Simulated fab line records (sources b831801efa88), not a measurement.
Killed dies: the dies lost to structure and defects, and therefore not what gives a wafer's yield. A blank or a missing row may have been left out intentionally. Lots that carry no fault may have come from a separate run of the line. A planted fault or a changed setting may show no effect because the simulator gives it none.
Which tool did it? | flow sky130 | 10 lots with 30 wafers sampled at 6 steps, on a route of 708 steps

WHAT EACH GAUGE READ, for each wafer
SKY_CAP2M_THK_MEAS_04: measures by xrf. Usual: for CAP2M_TIN_THK the level is 201.3 nm and the standard deviation is 1.7.
lot  | measured     | on            | CAP2M_TIN_THK (nm) | flag
L493 | day 39 20:32 | film metro-03 | 198.3 198.8 199.3  |
L495 | day 40 11:59 | film metro-03 | 201.1 201.8 201.4  |
L498 | day 42 01:13 | film metro-03 | 201.1 201.6 200.5  |
L500 | day 42 06:56 | film metro-03 | 198.3 199.4 198.6  |
L503 | day 43 02:58 | film metro-03 | 198.7 200.6 199.7  |
L508 | day 44 13:16 | film metro-04 | 200.4 199.8 200.7  |
L509 | day 44 16:11 | film metro-04 | 201.3 202.3 203.6  |
L512 | day 45 06:34 | film metro-01 | 199.8 201.6 202.1  |
L514 | day 46 00:17 | film metro-01 | 198.7 201.4 199.1  |
L516 | day 46 02:19 | film metro-03 | 199.7 199.7 200.3  |

SKY_METAL5_RS_MEAS_05: the measuring method here is four-point-probe. Usual: for METAL5_ALCU_RS the level is 0.0273 ohm/sq and the standard deviation is 0.00031.
lot  | measured     | on            | METAL5_ALCU_RS (ohm/sq) | flag
L493 | day 42 21:42 | film metro-04 | 0.0274 0.0275 0.0274    |
L495 | day 43 13:22 | film metro-01 | 0.0271 0.0275 0.0275    |
L498 | day 45 01:14 | film metro-01 | 0.0273 0.0275 0.0276    |
L500 | day 45 05:45 | film metro-01 | 0.0274 0.0274 0.0273    |
L503 | day 46 00:25 | film metro-02 | 0.0269 0.0273 0.0272    |
L508 | day 47 08:23 | film metro-01 | 0.0287 0.0283 0.0287    | OFF
L509 | day 47 09:59 | film metro-04 | 0.0288 0.0286 0.0289    | OFF
L512 | day 47 22:49 | film metro-02 | 0.0273 0.0274 0.0275    |
L514 | day 48 16:27 | film metro-01 | 0.0270 0.0271 0.0270    |
L516 | day 48 17:34 | film metro-01 | 0.0273 0.0273 0.0272    |

SKY_METAL5_THK_MEAS_06: measures by xrf. Usual: for METAL5_ALCU_THK the level is 1154 nm and the standard deviation is 14.
lot  | measured     | on            | METAL5_ALCU_THK (nm) | flag
L493 | day 42 21:49 | film metro-04 | 1150 1145 1141       |
L495 | day 43 13:29 | film metro-01 | 1165 1146 1149       |
L498 | day 45 01:20 | film metro-01 | 1151 1145 1140       |
L500 | day 45 05:52 | film metro-01 | 1137 1148 1139       |
L503 | day 46 00:32 | film metro-02 | 1180 1158 1163       |
L508 | day 47 08:31 | film metro-01 | 1103 1124 1105       | OFF
L509 | day 47 10:06 | film metro-04 | 1095 1101 1093       | OFF
L512 | day 47 22:56 | film metro-02 | 1159 1156 1156       |
L514 | day 48 16:34 | film metro-01 | 1171 1164 1176       |
L516 | day 48 17:41 | film metro-01 | 1152 1155 1155       |

WHICH TOOL RAN EACH LOT (tool, then ch and the chambers of the sampled wafers, then the start)
lot  | SKY_CAP2M_CVD_00                | SKY_VIA4_STRIP_13                    | SKY_METAL5_SPUTTER_02
L493 | pecvd-04 ch 0,2, day 39 20:13   | plasma asher-04 ch 0,1, day 42 20:10 | pvd sputter-03, day 42 21:35
L495 | pecvd-03 ch 0,1,2, day 40 11:40 | plasma asher-04 ch 0,1, day 43 11:38 | pvd sputter-01, day 43 13:15
L498 | pecvd-01 ch 1,2, day 42 00:53   | plasma asher-03 ch 0,1, day 44 23:47 | pvd sputter-03, day 45 01:05
L500 | pecvd-03 ch 0,1,2, day 42 06:37 | plasma asher-04 ch 0,1, day 45 03:50 | pvd sputter-03, day 45 05:37
L503 | pecvd-01 ch 0,2, day 43 02:39   | plasma asher-01 ch 0,1, day 45 22:58 | pvd sputter-01, day 46 00:17
L508 | pecvd-03 ch 0,1,2, day 44 12:58 | plasma asher-01 ch 0,1, day 47 06:26 | pvd sputter-03, day 47 08:16
L509 | pecvd-04 ch 0,1,2, day 44 15:52 | plasma asher-03 ch 0,1, day 47 08:10 | pvd sputter-03, day 47 09:51
L512 | pecvd-04 ch 1,2, day 45 06:16   | plasma asher-01 ch 0,1, day 47 21:22 | pvd sputter-04, day 47 22:41
L514 | pecvd-03 ch 0,1,2, day 45 23:58 | plasma asher-04 ch 0,1, day 48 14:59 | pvd sputter-01, day 48 16:20
L516 | pecvd-01 ch 0,2, day 46 02:00   | plasma asher-03 ch 0,1, day 48 16:05 | pvd sputter-04, day 48 17:26
- SKY_CAP2M_CVD_00: deposits SiO2, target thk 15.5 nm.
- SKY_VIA4_STRIP_13: strips in O2/N2.
- SKY_METAL5_SPUTTER_02: material AlCu, target thk 1150 nm, time 61.2 s.

AS READ BY THE TOOLS THEMSELVES (means over the sampled wafers that have a number; for cases with no such wafer, the mark the record gives instead)
SKY_CAP2M_CVD_00. Usual: heater power w at 755 W, with a standard deviation of 59.
lot  | tool     | heater power w (W) | flag
L493 | pecvd-04 | 749                |
L495 | pecvd-03 | 754                |
L498 | pecvd-01 | 714                |
L500 | pecvd-03 | 714                |
L503 | pecvd-01 | 759                |
L508 | pecvd-03 | 721                |
L509 | pecvd-04 | 765                |
L512 | pecvd-04 | 762                |
L514 | pecvd-03 | 729                |
L516 | pecvd-01 | 741                |

SKY_VIA4_STRIP_13. Usual: drypump motor current A 5.78 A, standard deviation 0.13; n2 flow sccm 299.8 sccm, standard deviation 0.84; oes product au 0.709 a.u., standard deviation 0.0045; strip time to endpoint s 12.805 s, standard deviation 0.026.
lot  | tool            | drypump motor current A (A) | n2 flow sccm (sccm) | oes product au (a.u.) | strip time to endpoint s (s) | flag
L493 | plasma asher-04 | 5.73                        | 299.1               | 0.706                 | 12.799                       |
L495 | plasma asher-04 | 5.76                        | 300.1               | 0.711                 | 12.807                       |
L498 | plasma asher-03 | 5.88                        | 299.2               | 0.710                 | 12.789                       |
L500 | plasma asher-04 | 5.77                        | 299.5               | 0.709                 | 12.817                       |
L503 | plasma asher-01 | 5.80                        | 300.1               | 0.711                 | 12.826                       |
L508 | plasma asher-01 | 5.81                        | 298.7               | 0.713                 | 12.811                       |
L509 | plasma asher-03 | 5.89                        | 300.6               | 0.711                 | 12.800                       |
L512 | plasma asher-01 | 5.81                        | 300.8               | 0.713                 | 12.790                       |
L514 | plasma asher-04 | 5.78                        | 299.7               | 0.709                 | 12.795                       |
L516 | plasma asher-03 | 5.89                        | 300.1               | 0.710                 | 12.836                       |

SKY_METAL5_SPUTTER_02. Usual: chamber pressure pa 0.3999 Pa, standard deviation 0.00083; throttle valve pct 30.5 %, standard deviation 0.59.
lot  | tool           | chamber pressure pa (Pa) | throttle valve pct (%) | flag
L493 | pvd sputter-03 | 0.3997                   | 31.1                   |
L495 | pvd sputter-01 | 0.4002                   | 30.5                   |
L498 | pvd sputter-03 | 0.4004                   | 31.3                   |
L500 | pvd sputter-03 | 0.4001                   | 30.3                   |
L503 | pvd sputter-01 | 0.3999                   | 30.1                   |
L508 | pvd sputter-03 | 0.4637                   | 28.1                   | OFF
L509 | pvd sputter-03 | 0.4646                   | 28.9                   | OFF
L512 | pvd sputter-04 | 0.4000                   | 30.0                   |
L514 | pvd sputter-01 | 0.4008                   | 30.3                   |
L516 | pvd sputter-04 | 0.4008                   | 29.9                   |

THE ANSWER, worked out from the rows above alone
Rule: a lot is off if the mean of its wafers that have a number lies more than 3 standard deviations from the usual mean. A lot without any number at a reading at which 4 lots or more have one is off too. Any other lot the step has rows for is counted as sound. First the gauges in route order, then the tools' own readings, where a lot's mean is used as printed above. The first step at which some lot is off is used, and at that step the reading that is off furthest; a lot without a number counts as furthest.
Off: L508, L509, seen at SKY_METAL5_RS_MEAS_05 (METAL5_ALCU_RS).
A tool fits if, at a process step before that reading, it ran every lot that is off, and no sound lot after the first of them. Not tried: the gauges at SKY_METAL5_RS_MEAS_05; whatever is off there is also off at SKY_METAL5_SPUTTER_02, on other tools, and gauge error can't account for it. One candidate fits, namely pvd sputter-03 at SKY_METAL5_SPUTTER_02. Its last sound lot is L500 (day 45 05:37), its first lot that is off L508 (day 47 08:16): a fault that began between those two fits.
On the lots that are off, the tool's own readings at SKY_METAL5_SPUTTER_02 differ by more than 5 times the standard deviation of the sound lots' means, which bears it out; chamber pressure pa reads 0.4642 Pa there versus 0.4002 Pa on the sound lots.

WHAT THE SIMULATOR HAD PUT IN
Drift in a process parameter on pvd sputter-03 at SKY_METAL5_SPUTTER_02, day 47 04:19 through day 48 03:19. From 0.4, the setting chamber pressure pa moved by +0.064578. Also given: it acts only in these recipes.
Lots struck among those shown: L508, L509. The same result came from the rule above.
